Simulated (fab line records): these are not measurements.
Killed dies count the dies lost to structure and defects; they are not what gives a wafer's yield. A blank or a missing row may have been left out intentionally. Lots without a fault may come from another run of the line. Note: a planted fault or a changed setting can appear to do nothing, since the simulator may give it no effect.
fab line records	flow sky130
[record] lots = 14	wafers = 42	lastDay = 50
route steps=708 shown NWELL@63 VT_ADJUST_LVTN@104 PAD_OPEN@708
lots with no fault: from the same line, run without faults
startH: hours from the record's first day to the start of the lot's first wafer shown	waitH: hours elapsed since this lot's preceding step	" identical to the entry in the row above	L1.1+2: several wafers, shown together as one row	- either no value or no given start	* or withheld: withheld	< > ~ a bound
route shown NAME@n: names a module that has steps shown in the file, with the first one's number in the route	usual: average and standard deviation across the fault-free wafers	same: alike in all rows	chamber/n: place in a boat	sites: per-site readings	_std_site: their standard deviation	_edge_site: outer sites' mean less inner sites'	radiusMm: how far each site lies from the wafer's centre	mask NAME#n: copy n	behind: tool/chamber where the wafer was last shaped	hold: cause of the lot's hold/its duration in hours/its outcome	device: names the non-switching transistor (n, p or np)	end of line: tests run on the same wafers once the route is complete	for a step that has no rows: nothing shown but its recipe	killed: dies lost to structure and defects at the first sort, not the wafer's yield	map: the dies of a wafer, with x for killed, . for not killed, _ for no die there
set.NAME: the setting the step ran with; set.NAME@STEP: the setting that earlier step ran with	model.NAME: the simulator's own value behind a step, which no gauge read
steps of the route over a sample of lots; a table a step, a row a wafer
[[steps]]
[step SKY_NWELL_OVL_MEAS_10]
[usual] NWELL_00_OVL = 0.8/1.3
lot.wafer	tool	chamber	startH	waitH	NWELL_00_OVL[nm]
L591.3	overlay-01	-	87.76	-	-0.1
L591.4	"	-	"	"	-0.8
L591.6	"	-	"	"	1.7
L593.1	overlay-02	-	98.15	-	-0.8
L593.2	"	-	"	"	0.2
L593.6	"	-	"	"	1.6
L597.2	overlay-01	-	120.45	-	1.1
L597.3	"	-	"	"	0.1
L597.4	"	-	"	"	0.5
L598.1	overlay-01	-	125.89	-	2.3
L598.3	"	-	"	"	3.4
L598.6	"	-	"	"	3.0
L599.1	overlay-01	-	132.25	-	1.9
L599.4	"	-	"	"	1.2
L599.5	"	-	"	"	1.3
L600.1	overlay-02	-	138.75	-	-1.0
L600.5	"	-	"	"	-1.6
L600.6	"	-	"	"	-2.7
L601.2	overlay-02	-	142.79	-	1.2
L601.3	"	-	"	"	0.4
L601.4	"	-	"	"	1.1
L604.2	overlay-02	-	159.46	-	0.3
L604.4	"	-	"	"	0.0
L604.6	"	-	"	"	0.9
L605.2	overlay-01	-	166.36	-	0.4
L605.4	"	-	"	"	0.1
L605.5	"	-	"	"	1.3
L607.2	overlay-01	-	178.89	-	2.0
L607.3	"	-	"	"	2.3
L607.5	"	-	"	"	2.0
L610.1	overlay-01	-	196.75	-	1.8
L610.3	"	-	"	"	0.2
L610.6	"	-	"	"	0.9
L611.3	overlay-01	-	206.83	-	1.5
L611.4	"	-	"	"	0.3
L611.6	"	-	"	"	0.1
L613.3	overlay-01	-	220.27	-	1.4
L613.5	"	-	"	"	-2.0
L613.6	"	-	"	"	0.6
L614.2	overlay-02	-	220.79	-	1.4
L614.4	"	-	"	"	1.2
L614.6	"	-	"	"	1.5
[step SKY_NWELL_TW_MEAS_15]
[usual] NWELL_TW = 1816/20
lot.wafer	tool	chamber	startH	waitH	NWELL_TW
L591.3	filmMetro-02	-	88.35	0.1	1808
L591.4	"	-	"	"	1806
L591.6	"	-	"	"	1811
L593.1	filmMetro-02	-	98.73	0.1	1825
L593.2	"	-	"	"	1810
L593.6	"	-	"	"	1816
L597.2	filmMetro-03	-	121.04	0.1	1786
L597.3	"	-	"	"	1780
L597.4	"	-	"	"	1789
L598.1	filmMetro-03	-	126.47	0.1	1785
L598.3	"	-	"	"	1783
L598.6	"	-	"	"	1774
L599.1	filmMetro-04	-	132.84	0.1	1843
L599.4	"	-	"	"	1841
L599.5	"	-	"	"	1840
L600.1	filmMetro-02	-	139.33	0.1	1819
L600.5	"	-	"	"	1828
L600.6	"	-	"	"	1818
L601.2	filmMetro-03	-	143.38	0.1	1778
L601.3	"	-	"	"	1796
L601.4	"	-	"	"	1783
L604.2	filmMetro-02	-	160.05	0.1	1812
L604.4	"	-	"	"	1826
L604.6	"	-	"	"	1822
L605.2	filmMetro-02	-	166.95	0.1	1819
L605.4	"	-	"	"	1826
L605.5	"	-	"	"	1820
L607.2	filmMetro-04	-	179.48	0.1	1823
L607.3	"	-	"	"	1830
L607.5	"	-	"	"	1843
L610.1	filmMetro-02	-	197.33	0.1	1825
L610.3	"	-	"	"	1831
L610.6	"	-	"	"	1821
L611.3	filmMetro-02	-	207.42	0.1	1836
L611.4	"	-	"	"	1827
L611.6	"	-	"	"	1827
L613.3	filmMetro-03	-	220.86	0.1	1804
L613.5	"	-	"	"	1814
L613.6	"	-	"	"	1807
L614.2	filmMetro-04	-	221.38	0.1	1817
L614.4	"	-	"	"	1818
L614.6	"	-	"	"	1825
[step SKY_NWELL_DEVELOP_22]
[recipe] wallAngleDeg = 90	developer = TMAH	developTimeS = 60	devTempC = 23
lot.wafer	tool	chamber	startH	waitH
L591.3+4+6	lithoTrack-01	0	105	-
L593.1+2+6	lithoTrack-04	0	115	-
L597.2+3+4	lithoTrack-02	0	139	-
L598.1+3+6	lithoTrack-02	0	145	-
L599.1+4+5	lithoTrack-02	0	151	-
L600.1+5+6	lithoTrack-04	0	158	-
L601.2+3+4	lithoTrack-04	0	162	-
L604.2+4+6	lithoTrack-01	0	179	-
L605.2+4+5	lithoTrack-01	0	187	-
L607.2+3+5	lithoTrack-01	0	200	-
L610.1+3+6	lithoTrack-02	0	218	-
L611.3+4+6	lithoTrack-04	0	229	-
L613.3+5+6	lithoTrack-04	0	243	-
L614.2+4+6	lithoTrack-01	0	244	-
[step SKY_NWELL_OVL_MEAS_23]
[usual] NWELL_01_OVL = 0.6/1.4
lot.wafer	tool	chamber	startH	waitH	NWELL_01_OVL[nm]
L591.3	overlay-02	-	105.57	-	-2.2
L591.4	"	-	"	"	-0.7
L591.6	"	-	"	"	1.7
L593.1	overlay-01	-	115.35	-	2.2
L593.2	"	-	"	"	-1.1
L593.6	"	-	"	"	1.7
L597.2	overlay-01	-	140.04	-	-0.2
L597.3	"	-	"	"	0.5
L597.4	"	-	"	"	-0.1
L598.1	overlay-01	-	146.14	-	-0.4
L598.3	"	-	"	"	-1.0
L598.6	"	-	"	"	0.4
L599.1	overlay-01	-	151.79	-	1.0
L599.4	"	-	"	"	1.4
L599.5	"	-	"	"	2.2
L600.1	overlay-01	-	159.00	-	-
L600.5	"	-	"	"	-
L600.6	"	-	"	"	-
L601.2	overlay-01	-	162.40	-	-
L601.3	"	-	"	"	-
L601.4	"	-	"	"	-
L604.2	overlay-02	-	180.06	-	-0.4
L604.4	"	-	"	"	-0.4
L604.6	"	-	"	"	-0.2
L605.2	overlay-01	-	187.56	-	1.4
L605.4	"	-	"	"	1.1
L605.5	"	-	"	"	1.5
L607.2	overlay-01	-	201.06	-	-0.9
L607.3	"	-	"	"	0.3
L607.5	"	-	"	"	1.0
L610.1	overlay-01	-	218.79	-	3.1
L610.3	"	-	"	"	3.4
L610.6	"	-	"	"	1.9
L611.3	overlay-01	-	229.41	-	-0.3
L611.4	"	-	"	"	-0.6
L611.6	"	-	"	"	-0.1
L613.3	overlay-02	-	244.06	-	-1.3
L613.5	"	-	"	"	-1.1
L613.6	"	-	"	"	-0.7
L614.2	overlay-02	-	244.31	-	2.5
L614.4	"	-	"	"	0.8
L614.6	"	-	"	"	0.5
[step SKY_NWELL_TW_MEAS_26]
[usual] NWELL_2_TW = 495/5.4
lot.wafer	tool	chamber	startH	waitH	hold	NWELL_2_TW
L591.3	filmMetro-04	-	105.86	0.1	-	498
L591.4	"	-	"	"	-	498
L591.6	"	-	"	"	-	499
L593.1	filmMetro-02	-	115.63	0.1	-	490
L593.2	"	-	"	"	-	494
L593.6	"	-	"	"	-	490
L597.2	filmMetro-03	-	140.33	0.1	-	486
L597.3	"	-	"	"	-	489
L597.4	"	-	"	"	-	486
L598.1	filmMetro-02	-	146.42	0.1	-	496
L598.3	"	-	"	"	-	496
L598.6	"	-	"	"	-	495
L599.1	filmMetro-04	-	152.07	0.1	-	504
L599.4	"	-	"	"	-	503
L599.5	"	-	"	"	-	503
L600.1	filmMetro-02	-	159.28	0.1	awaitDispo/0.2h/release	30
L600.5	"	-	"	"	awaitDispo/0.2h/release	30
L600.6	"	-	"	"	awaitDispo/0.2h/release	30
L600.1	filmMetro-02	-	159.54	0.3	-	30
L600.5	"	-	"	"	-	30
L600.6	"	-	"	"	-	30
L601.2	filmMetro-04	-	162.69	0.1	awaitDispo/0.2h/release	31
L601.3	"	-	"	"	awaitDispo/0.2h/release	30
L601.4	"	-	"	"	awaitDispo/0.2h/release	30
L601.2	filmMetro-04	-	162.92	0.2	-	31
L601.3	"	-	"	"	-	30
L601.4	"	-	"	"	-	30
L604.2	filmMetro-03	-	180.35	0.1	-	494
L604.4	"	-	"	"	-	490
L604.6	"	-	"	"	-	493
L605.2	filmMetro-04	-	187.85	0.1	-	499
L605.4	"	-	"	"	-	497
L605.5	"	-	"	"	-	499
L607.2	filmMetro-02	-	201.35	0.1	-	495
L607.3	"	-	"	"	-	500
L607.5	"	-	"	"	-	498
L610.1	filmMetro-04	-	219.07	0.1	-	497
L610.3	"	-	"	"	-	497
L610.6	"	-	"	"	-	498
L611.3	filmMetro-03	-	229.70	0.1	-	493
L611.4	"	-	"	"	-	493
L611.6	"	-	"	"	-	492
L613.3	filmMetro-03	-	244.35	0.1	-	488
L613.5	"	-	"	"	-	490
L613.6	"	-	"	"	-	489
L614.2	filmMetro-02	-	244.60	0.1	-	500
L614.4	"	-	"	"	-	499
L614.6	"	-	"	"	-	500
[step SKY_VT_ADJUST_LVTN_OVL_MEAS_07]
[usual] VT_ADJUST_LVTN_OVL = 0.9/1.4
lot.wafer	tool	chamber	startH	waitH	VT_ADJUST_LVTN_OVL[nm]
L591.3	overlay-02	-	143.78	-	1.1
L591.4	"	-	"	"	0.5
L591.6	"	-	"	"	-0.1
L593.1	overlay-01	-	153.75	-	2.2
L593.2	"	-	"	"	1.3
L593.6	"	-	"	"	2.7
L597.2	overlay-02	-	178.48	-	1.3
L597.3	"	-	"	"	-1.2
L597.4	"	-	"	"	-0.4
L598.1	overlay-01	-	187.84	-	1.1
L598.3	"	-	"	"	2.7
L598.6	"	-	"	"	2.5
L599.1	overlay-01	-	192.85	-	2.0
L599.4	"	-	"	"	2.4
L599.5	"	-	"	"	-0.5
L604.2	overlay-01	-	224.55	-	-2.5
L604.4	"	-	"	"	-1.0
L604.6	"	-	"	"	-0.1
L605.2	overlay-02	-	233.94	-	0.7
L605.4	"	-	"	"	1.6
L605.5	"	-	"	"	0.8
L607.2	overlay-01	-	246.64	-	2.1
L607.3	"	-	"	"	1.6
L607.5	"	-	"	"	0.7
L610.1	overlay-02	-	266.34	-	0.4
L610.3	"	-	"	"	0.2
L610.6	"	-	"	"	0.5
L611.3	overlay-01	-	277.71	-	0.6
L611.4	"	-	"	"	0.4
L611.6	"	-	"	"	2.0
L613.3	overlay-01	-	294.11	-	-1.3
L613.5	"	-	"	"	1.9
L613.6	"	-	"	"	1.4
L614.2	overlay-01	-	296.34	-	4.6
L614.4	"	-	"	"	4.3
L614.6	"	-	"	"	3.2
[step SKY_PAD_OPEN_PROBE_99]
[usual] defectLimitedYield = 81.9/1.9	killed_at_M0_to_M3 = 45/7.9	killed_at_M4_up = 2.9/1.8	killedAtContacts = 25/5.5	killedAtFrontEnd = 16/4.4	killedAtOther = 0.3/0.58	killedDies = 89/9.4	killedOpen = 49/6.8	killedShort = 40/6.3	sort_bin_3_pad_short = 0.9/0.41	sort_bin_5_function = 10.8/1.5	sort_bin_6_memory = 6.4/1.2	sortNPass = 403/9.4	sortYieldPct = 81.9/1.9
[same] grossDies = 492	killedAtBackSide = 0	sort_bin_4_leakage[%] = 0	sort_bin_8_speed[%] = 0
lot.wafer	tool	chamber	startH	waitH	defectLimitedYield[%]	killed_at_M0_to_M3	killed_at_M4_up	killedAtContacts	killedAtFrontEnd	killedAtOther	killedDies	killedOpen	killedShort	sort_bin_3_pad_short[%]	sort_bin_5_function[%]	sort_bin_6_memory[%]	sortNPass	sortYieldPct[%]
L607.2	prober-02	-	1166.84	0.1	84.3	39	6	11	21	0	77	43	34	0.6	8.7	6.3	415	84.3
L607.3	prober-02	-	1166.89	0.2	80.5	40	2	28	26	0	96	56	40	1.6	8.7	9.1	396	80.5
L607.5	prober-02	-	1166.99	0.2	80.5	51	5	24	16	0	96	46	48	1.0	12.6	5.9	396	80.5
// killed by level:class
L607.2 FIELD_ISO:geometricParticle:open=10 VIA1:geometricParticle:open=8 VIA2:geometricParticle:open=7 LI_CONTACT:geometricParticle:open=6 METAL1:geometricParticle:short=6 FIELD_ISO:geometricParticle:short=4 VIA2:geometricParticle:short=4 METAL4:geometricParticle:short=4
L607.3 CONTACT:geometricParticle:open=10 VIA1:geometricParticle:open=8 FIELD_ISO:geometricParticle:open=7 METAL2:geometricParticle:short=7 FIELD_ISO:geometricParticle:short=6 LI_CONTACT:geometricParticle:open=6 LOCAL_INTERCONNECT:geometricParticle:short=6 VIA2:geometricParticle:open=6
L607.5 LI_CONTACT:geometricParticle:open=9 METAL2:geometricParticle:short=8 VIA3:geometricParticle:open=7 VIA2:geometricParticle:open=7 FIELD_ISO:geometricParticle:short=6 VIA1:geometricParticle:open=6 LOCAL_INTERCONNECT:geometricParticle:short=5 CONTACT:geometricParticle:open=5
[[key]]
[firstSign] step = SKY_NWELL_OVL_MEAS_23	reading = NWELL_01_OVL	direction = missing
[effect] step = SKY_NWELL_TW_MEAS_26	reading = visit	direction = added
[effect] step = SKY_NWELL_TW_MEAS_26	reading = NWELL_2_TW	direction = down	sigmas = 85	usual = 495	struck = 30
metAt SKY_NWELL_DEVELOP_22
struckLots L600,L601
scrappedBehind SKY_NWELL_TW_MEAS_26 L600.1,L600.5,L600.6,L601.2,L601.3,L601.4
notActingAt SKY_NWELL_OVL_MEAS_10,SKY_NWELL_TW_MEAS_15,SKY_VT_ADJUST_LVTN_OVL_MEAS_07
onsetBetween 115 158
[fault] kind = processParameterDrift	tool = lithoTrack-04	chamber = -	onsetH = 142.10	steps = SKY_NWELL_DEVELOP_22	channel = developTimeS	offset = *	shape = step	endH = 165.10	actsIn = *	stated = *
